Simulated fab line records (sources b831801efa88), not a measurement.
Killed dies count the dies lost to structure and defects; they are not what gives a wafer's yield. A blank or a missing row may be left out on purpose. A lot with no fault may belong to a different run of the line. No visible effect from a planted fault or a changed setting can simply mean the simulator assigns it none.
Code-filled problem report in 8D (eight disciplines) form / flow gf180mcu / the parts of the form that need people (team, actions taken, sign-off) are left out

## 1. WHAT WENT WRONG
Wafers without a fault read 399.5 nm, standard deviation 2; cd_nm at GF_HV_LDD_CD_MEAS_07 reads a mean of 382.4 nm on 9 wafers belonging to 3 lots. That is -8.5 standard deviations from the usual mean.
The step: target cd 400 nm.
First observed at day 13 15:09: wafer L809.1, on cd_sem-02. The record has a number at this step for 36 wafers belonging to 12 lots. The rule behind "out" and "out of limits": a value lying over 4 standard deviations away from the usual mean. The other wafers with a number count as sound.

## 2. WHAT IT IS, AND WHAT IT ISN'T
question=which readings at this step | is=cd_nm | is not=-
question=which lots | is=L809, L810, L812 | is not=L799, L801, L805, L807, L808, L811, L818, L820, L821
question=which wafers of those lots | is=all that have a number | is not=-
question=read on which gauges | is=cd_sem-01, cd_sem-02 | is not=-
question=when | is=from day 13 15:09 | is not=up to then (15 sound wafers); but 12 sound wafers of L811, L818, L820, L821 came after

## 3. WHAT RULES OUT EACH SUSPECT
Counting: a tool at a process step up to the reading stays a suspect if it ran every lot that is out and no sound lot after the first of them.
- ruled out: the gauge at GF_HV_LDD_CD_MEAS_07. The wafers that are out were read on 2 gauges (cd_sem-01, cd_sem-02).
- plasma_asher-01 at GF_LVPWELL_STRIP_10 (strips in O2/N2): ruled out as a lasting fault. After its first lot that is out, L809 (day 6 11:47), sound lots L811 ran on it.
- litho_track-02 at GF_HV_LDD_DEVELOP_06 (develop time 60 s): kept. All lots that are out passed through it, beginning with L809 at day 13 15:00, and no sound lot followed; its final sound lot before that point was L807 at day 13 02:30.
Remaining after the count: litho_track-02 at GF_HV_LDD_DEVELOP_06.

## 4. THE CAUSE (what the simulator had put in)
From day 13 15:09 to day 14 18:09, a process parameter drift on litho_track-02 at GF_HV_LDD_DEVELOP_06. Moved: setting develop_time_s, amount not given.
After counting, this tool was the only one left.

## 5. THE EFFECT CHAIN, in route order
Each row: a reading whose mean over the struck wafers that have a number lies more than 3 standard deviations from the usual. Only readings whose record carries a usual standard deviation are examined. hours: median over the lots of the time between each lot's start at the first step of this table that gives one and its start at this step. sigmas: the change, counted in usual standard deviations.
hours=0; step=GF_HV_LDD_CD_MEAS_07; reading=cd_nm; usual=399.5 nm; on struck wafers=382.4; change=-17.1; sigmas=-8.5

## 6. WHAT WOULD HAVE CAUGHT IT SOONER
Counted from the fault's start at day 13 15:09, it took 0 hours until the first out-of-limits reading at a measuring or inspecting step in this record, taken at day 13 15:09.
Lots out: 3; of these, L810, L812 started GF_HV_LDD_DEVELOP_06 on litho_track-02 after day 13 15:09. A hold on the tool at that time would have spared those 2.
